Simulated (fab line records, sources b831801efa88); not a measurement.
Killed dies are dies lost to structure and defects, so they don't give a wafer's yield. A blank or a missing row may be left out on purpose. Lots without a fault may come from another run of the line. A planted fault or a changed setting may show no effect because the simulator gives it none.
Which tool did it? | flow gf180mcu | 6 lots, 18 wafers sampled, at 1 step of a route of 602

WHAT THE GAUGES READ, wafer by wafer
GF_VT_IMPLANT_OVL_MEAS_29.
lot  | measured     | on         | VT_IMPLANT_02_OVL (nm)
L888 | day 7 01:56  | overlay-02 | -0.5 0.1 -2.2
L891 | day 8 00:13  | overlay-02 | 1.8 2.0 0.2
L896 | day 9 08:14  | overlay-02 | -3.4 -1.8 -3.2
L900 | day 10 13:23 | overlay-02 | -2.0 -1.3 -3.1
L907 | day 12 08:30 | overlay-02 | -1.3 0.4 1.0
L909 | day 12 21:13 | overlay-02 | -2.1 -1.8 -2.4

WHICH TOOL RAN EACH LOT (tool, then ch and the chambers of the sampled wafers, then the start)
The record holds no process step before these readings.

THE ANSWER, worked out from the rows above alone
Rule: what is usual is taken from the lots themselves. Put in order of their means at a reading, lots are off if they are a third of the lots or fewer, leave a main group of 4 or more, and stand apart from it by a gap of 3 or more times the standard deviation of the main group's means; of several such gaps the widest counts. A main group whose means are all the same, to the digits that the tables above print for the reading, isn't used. A lot without any number at a reading at which 4 lots or more have one is off too. The other lots that the step has rows for count as sound.
No lot is off at any reading shown: from this, nothing can be told.

WHAT THE SIMULATOR HAD PUT IN
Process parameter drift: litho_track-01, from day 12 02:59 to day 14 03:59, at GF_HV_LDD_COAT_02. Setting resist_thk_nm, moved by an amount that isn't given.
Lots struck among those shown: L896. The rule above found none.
